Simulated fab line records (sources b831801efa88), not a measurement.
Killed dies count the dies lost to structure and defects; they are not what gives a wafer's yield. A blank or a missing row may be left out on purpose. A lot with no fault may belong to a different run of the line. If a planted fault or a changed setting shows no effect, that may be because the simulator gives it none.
Which of the tools did it?    flow sky130    17 wafers from 6 lots sampled at 3 of the route's 708 steps

## WHAT THE GAUGES READ, wafer by wafer
SKY_SD_N_RS_MEAS_17: measurement is done with a four-point probe.
lot   measured      on             SD_P_RS (ohm/sq)
L381  day 28 09:58  film metro-03  147.2 147.1 147.2
L383  day 29 06:13  film metro-02  146.9 146.6 147.0
L386  day 30 11:23  film metro-03  153.3 147.0
L394  day 32 17:55  film metro-01  147.6 147.3 147.1
L397  day 33 21:32  film metro-02  146.7 147.1 146.8
L399  day 34 06:45  film metro-03  147.3 147.0 147.5

## EACH LOT AND THE TOOL THAT RAN IT (in order: tool; ch and the chambers of the sampled wafers; start)
lot   SKY_SD_P_IMPLANT_09              SKY_SD_P_STRIP_10
L381  implanter-01 ch 0, day 25 22:55  plasma asher-03 ch 0,1, day 25 23:04
L383  implanter-02 ch 0, day 26 20:01  plasma asher-01 ch 0,1, day 26 20:10
L386  implanter-02 ch 0, day 28 01:52  plasma asher-01 ch 0, day 28 02:01
L394  implanter-02 ch 0, day 30 10:54  plasma asher-01 ch 0,1, day 30 11:03
L397  implanter-02 ch 0, day 31 15:08  plasma asher-01 ch 1, day 31 15:15
L399  implanter-01 ch 0, day 32 02:08  plasma asher-01 ch 0,1, day 32 02:17
- SKY_SD_P_IMPLANT_09
- SKY_SD_P_STRIP_10: strips in O2/N2.

## THE ANSWER, worked out from the rows above alone
Rule: what is usual is taken from the lots themselves. Put in order of their means at a reading, lots are off if they are a third of the lots or fewer, leave a main group of 4 or more, and stand apart from it by a gap of 3 or more times the standard deviation of the main group's means; of several such gaps the widest counts. If all means in a main group match to the digits the tables above print for the reading, that group is not used. A lot without any number at a reading at which 4 lots or more have one is off too. Where the step has rows for the other lots, those lots are counted as sound.
Off: at SKY_SD_N_RS_MEAS_17 (SD_P_RS), L386. The main group has a mean of 147.1 ohm/sq with a standard deviation of 0.21.
If a tool, at a process step before that reading, ran all the lots that are off and no sound lot after the first of them, it fits. Gauges at SKY_SD_N_RS_MEAS_17: tried the same way as those tools. Not one of the candidates tried fits.

## WHAT THE SIMULATOR HAD INSERTED
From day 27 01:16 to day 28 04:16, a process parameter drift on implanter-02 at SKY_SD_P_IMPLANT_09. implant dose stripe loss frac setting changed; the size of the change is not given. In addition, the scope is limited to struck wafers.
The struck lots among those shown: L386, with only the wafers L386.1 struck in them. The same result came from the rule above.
